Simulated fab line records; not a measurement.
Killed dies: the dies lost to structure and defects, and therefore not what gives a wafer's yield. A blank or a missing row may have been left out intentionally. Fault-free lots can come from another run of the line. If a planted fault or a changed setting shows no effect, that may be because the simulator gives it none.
Commonality check across tools | flow sky130 | Sample size 11 lots and 36 wafers

## REASON FOR OPENING
Of 11 lots, 1 have the reading VT_ADJUST_HVTP_TW flagged at SKY_VT_ADJUST_HVTP_TW_MEAS_11. Wafers without a fault read 1352, standard deviation 11.
Rule: a lot is flagged in two cases, either no wafer of it has a number, or all its wafers with numbers fall more than 4 standard deviations from that mean. The other lots count as sound.

lot  | measured     | on            | VT_ADJUST_HVTP_TW, wafer by wafer | flag
L171 | day 6 00:16  | film_metro-01 | 1356 1353 1358                    |
L173 | day 6 11:47  | film_metro-02 | 1358 1352 1355                    |
L174 | day 7 04:59  | film_metro-01 | 30 30 30 30 30 30                 | FLAGGED
L176 | day 7 12:40  | film_metro-03 | 1333 1335 1338                    |
L175 | day 7 14:50  | film_metro-02 | 1346 1350 1348                    |
L177 | day 7 17:24  | film_metro-02 | 1343 1353 1342                    |
L185 | day 9 15:50  | film_metro-03 | 1346 1338 1347                    |
L189 | day 10 22:13 | film_metro-03 | 1340 1351 1353                    |
L188 | day 10 23:16 | film_metro-01 | 1361 1374 1369                    |
L190 | day 11 05:08 | film_metro-02 | 1362 1359 1359                    |
L193 | day 11 17:19 | film_metro-02 | 1363 1356 1356                    |
Flagged lots average 30: -1322 relative to the usual, that is -99 or more standard deviations.

## WHICH TOOL EACH LOT WENT THROUGH
3 process steps preceding the reading are held in the record, out of 708 steps in the route. Every cell lists first the tool, next ch and the chambers used by the sampled wafers, and last the start.
lot  | flag    | SKY_DNWELL_STRIP_08                 | SKY_NWELL_RTA_28                 | SKY_VT_ADJUST_HVTP_EXPOSE_04
L171 |         | plasma_asher-02 ch 0,1, day 3 03:44 | rtp_anneal-02 ch 0, day 5 05:58  | iline_stepper-01 ch 0, day 5 14:50
L173 |         | plasma_asher-04 ch 0,1, day 3 13:34 | rtp_anneal-01 ch 0, day 5 16:16  | iline_stepper-01 ch 0, day 6 02:21
L174 | FLAGGED | plasma_asher-02 ch 0,1, day 4 03:58 | rtp_anneal-02 ch 0, day 6 10:05  | iline_stepper-01 ch 0, day 6 19:17
L176 |         | plasma_asher-03 ch 0,1, day 4 11:14 | rtp_anneal-01 ch 0, day 6 17:19  | iline_stepper-01 ch 0, day 7 02:56
L175 |         | plasma_asher-04 ch 0,1, day 4 11:35 | rtp_anneal-02 ch 0, day 6 19:01  | iline_stepper-01 ch 0, day 7 05:01
L177 |         | plasma_asher-04 ch 0,1, day 4 15:25 | rtp_anneal-01 ch 0, day 6 22:36  | iline_stepper-02 ch 0, day 7 08:08
L185 |         | plasma_asher-04 ch 1, day 6 06:50   | rtp_anneal-02 ch 0, day 8 17:18  | iline_stepper-02 ch 0, day 9 04:31
L189 |         | plasma_asher-03 ch 0,1, day 7 09:35 | rtp_anneal-01 ch 0, day 9 23:05  | iline_stepper-01 ch 0, day 10 11:08
L188 |         | plasma_asher-02 ch 0,1, day 7 09:55 | rtp_anneal-01 ch 0, day 10 01:06 | iline_stepper-01 ch 0, day 10 12:16
L190 |         | plasma_asher-03 ch 0, day 7 14:52   | rtp_anneal-02 ch 0, day 10 07:16 | iline_stepper-02 ch 0, day 10 17:55
L193 |         | plasma_asher-02 ch 0,1, day 8 00:22 | rtp_anneal-02 ch 0, day 10 18:40 | iline_stepper-01 ch 0, day 11 06:20
What is done by these steps:
- SKY_DNWELL_STRIP_08: strips in O2/N2.
- SKY_NWELL_RTA_28: time 30 s.
- SKY_VT_ADJUST_HVTP_EXPOSE_04: exposes mask HVTPM, target cd 380 nm.
- SKY_VT_ADJUST_HVTP_TW_MEAS_11

## FLAGGED AGAINST TOTAL, ONE TOOL AT A TIME (gauges that did the reading follow at the end)
step                          | tool             | lots run | flagged | share of the flagged lots | sound lots run after its first flagged lot
SKY_DNWELL_STRIP_08           | plasma_asher-02  | 4        | 1       | all                       | 2 (L188,L193)
SKY_DNWELL_STRIP_08           | plasma_asher-03  | 3        | 0       | none                      | -
SKY_DNWELL_STRIP_08           | plasma_asher-04  | 4        | 0       | none                      | -
SKY_NWELL_RTA_28              | rtp_anneal-01    | 5        | 0       | none                      | -
SKY_NWELL_RTA_28              | rtp_anneal-02    | 6        | 1       | all                       | 4 (L175,L185,L190,L193)
SKY_VT_ADJUST_HVTP_EXPOSE_04  | iline_stepper-01 | 8        | 1       | all                       | 5 (L176,L175,L189,L188,L193)
SKY_VT_ADJUST_HVTP_EXPOSE_04  | iline_stepper-02 | 3        | 0       | none                      | -
SKY_VT_ADJUST_HVTP_TW_MEAS_11 | film_metro-01    | 3        | 1       | all                       | 1 (L188)
SKY_VT_ADJUST_HVTP_TW_MEAS_11 | film_metro-02    | 5        | 0       | none                      | -
SKY_VT_ADJUST_HVTP_TW_MEAS_11 | film_metro-03    | 3        | 0       | none                      | -

## THE TABLE: WHAT IT ALLOWS
4 rows of the table ran every flagged lot: plasma_asher-02 at SKY_DNWELL_STRIP_08, rtp_anneal-02 at SKY_NWELL_RTA_28, iline_stepper-01 at SKY_VT_ADJUST_HVTP_EXPOSE_04, film_metro-01 at SKY_VT_ADJUST_HVTP_TW_MEAS_11.
- plasma_asher-02 at SKY_DNWELL_STRIP_08: 1 of its 4 lots flagged. Sound lots followed the first flagged one (L188, L193) on it, something a lasting fault affecting the whole tool could not allow.
- rtp_anneal-02 at SKY_NWELL_RTA_28: 1 of its 6 lots flagged. Sound lots followed the first flagged one (L175, L185, L190, L193) on it, something a lasting fault affecting the whole tool could not allow.
- iline_stepper-01 at SKY_VT_ADJUST_HVTP_EXPOSE_04: 1 of its 8 lots flagged. Sound lots followed the first flagged one (L176, L175, L189, L188, L193) on it, something a lasting fault affecting the whole tool could not allow.
- film_metro-01 at SKY_VT_ADJUST_HVTP_TW_MEAS_11: 1 of its 3 lots flagged. Sound lots followed the first flagged one (L188) on it, something a lasting fault affecting the whole tool could not allow.
None of the table's rows ran every flagged lot and, after the first, no sound lot.

## WHAT THE SIMULATOR PUT IN
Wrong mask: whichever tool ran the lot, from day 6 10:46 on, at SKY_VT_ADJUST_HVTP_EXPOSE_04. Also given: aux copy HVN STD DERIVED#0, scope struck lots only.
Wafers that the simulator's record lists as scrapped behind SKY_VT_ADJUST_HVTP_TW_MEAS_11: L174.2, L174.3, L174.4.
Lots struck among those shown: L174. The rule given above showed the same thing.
